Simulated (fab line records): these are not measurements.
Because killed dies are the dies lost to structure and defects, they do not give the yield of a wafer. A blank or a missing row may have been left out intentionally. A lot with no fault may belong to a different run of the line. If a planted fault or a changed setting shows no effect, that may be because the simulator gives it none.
Which of the tools did it? | flow gf180mcu | 7 lots, 21 wafers sampled, at 4 steps of a route of 602

## WHAT EACH GAUGE READ, for each wafer
GF_M4_CD_MEAS_14: target cd 280 nm.
lot  | measured     | on        | cd_nm (nm)
L783 | day 24 04:30 | cd_sem-01 | 277.5 279.5 277.7
L785 | day 25 05:25 | cd_sem-01 | 280.6 280.3 280.0
L788 | day 26 04:12 | cd_sem-02 | 279.6 279.7 279.7
L790 | day 26 20:07 | cd_sem-02 | 279.4 278.8 279.4
L792 | day 27 09:28 | cd_sem-01 | 283.4 282.7 281.8
L795 | day 28 16:02 | cd_sem-02 | 281.3 282.1 281.4
L803 | day 30 13:16 | cd_sem-01 | 279.4 280.0 279.4

## WHAT TOOL EACH LOT RAN ON (gives the tool, then ch and the chambers of the sampled wafers, and finally the start)
lot  | GF_STI_CLEAN_19                | GF_M4_SPUTTER_01             | GF_M4_SPUTTER_02
L783 | wet_bench-01 ch 1, day 2 17:22 | pvd_sputter-03, day 23 06:37 | pvd_sputter-03, day 23 06:38
L785 | wet_bench-01 ch 1, day 3 03:25 | pvd_sputter-01, day 24 08:11 | pvd_sputter-01, day 24 08:13
L788 | wet_bench-01 ch 1, day 3 19:01 | pvd_sputter-03, day 25 06:32 | pvd_sputter-03, day 25 06:34
L790 | wet_bench-01 ch 2, day 4 05:25 | pvd_sputter-01, day 25 22:35 | pvd_sputter-01, day 25 22:37
L792 | wet_bench-04 ch 1, day 4 14:58 | pvd_sputter-01, day 26 13:31 | pvd_sputter-01, day 26 13:34
L795 | wet_bench-01 ch 1, day 5 09:07 | pvd_sputter-04, day 27 20:45 | pvd_sputter-04, day 27 20:47
L803 | wet_bench-01 ch 0, day 7 00:55 | pvd_sputter-04, day 29 19:10 | pvd_sputter-04, day 29 19:12
- GF_STI_CLEAN_19: cleans in dHF, time 20 s.
- GF_M4_SPUTTER_01: material TiN, target thk 30 nm, time 25 s.
- GF_M4_SPUTTER_02: material AlCu, target thk 450 nm, time 23.9 s.

## THE ANSWER, worked out from the rows above alone
Rule: usual is defined by the lots themselves. Put in order of their means at a reading, lots are off if they are a third of the lots or fewer, leave a main group of 4 or more, and stand apart from it by a gap of 3 or more times the standard deviation of the main group's means; of several such gaps the widest counts. The tables above print the reading to a certain number of digits; a main group whose means all agree to those digits is not used. Also off: a lot with no number at a reading for which 4 or more lots have one. All remaining lots with rows at the step are treated as sound.
Nothing can be told from this: no lot is off at any reading shown.

## WHAT WAS PUT IN BY THE SIMULATOR
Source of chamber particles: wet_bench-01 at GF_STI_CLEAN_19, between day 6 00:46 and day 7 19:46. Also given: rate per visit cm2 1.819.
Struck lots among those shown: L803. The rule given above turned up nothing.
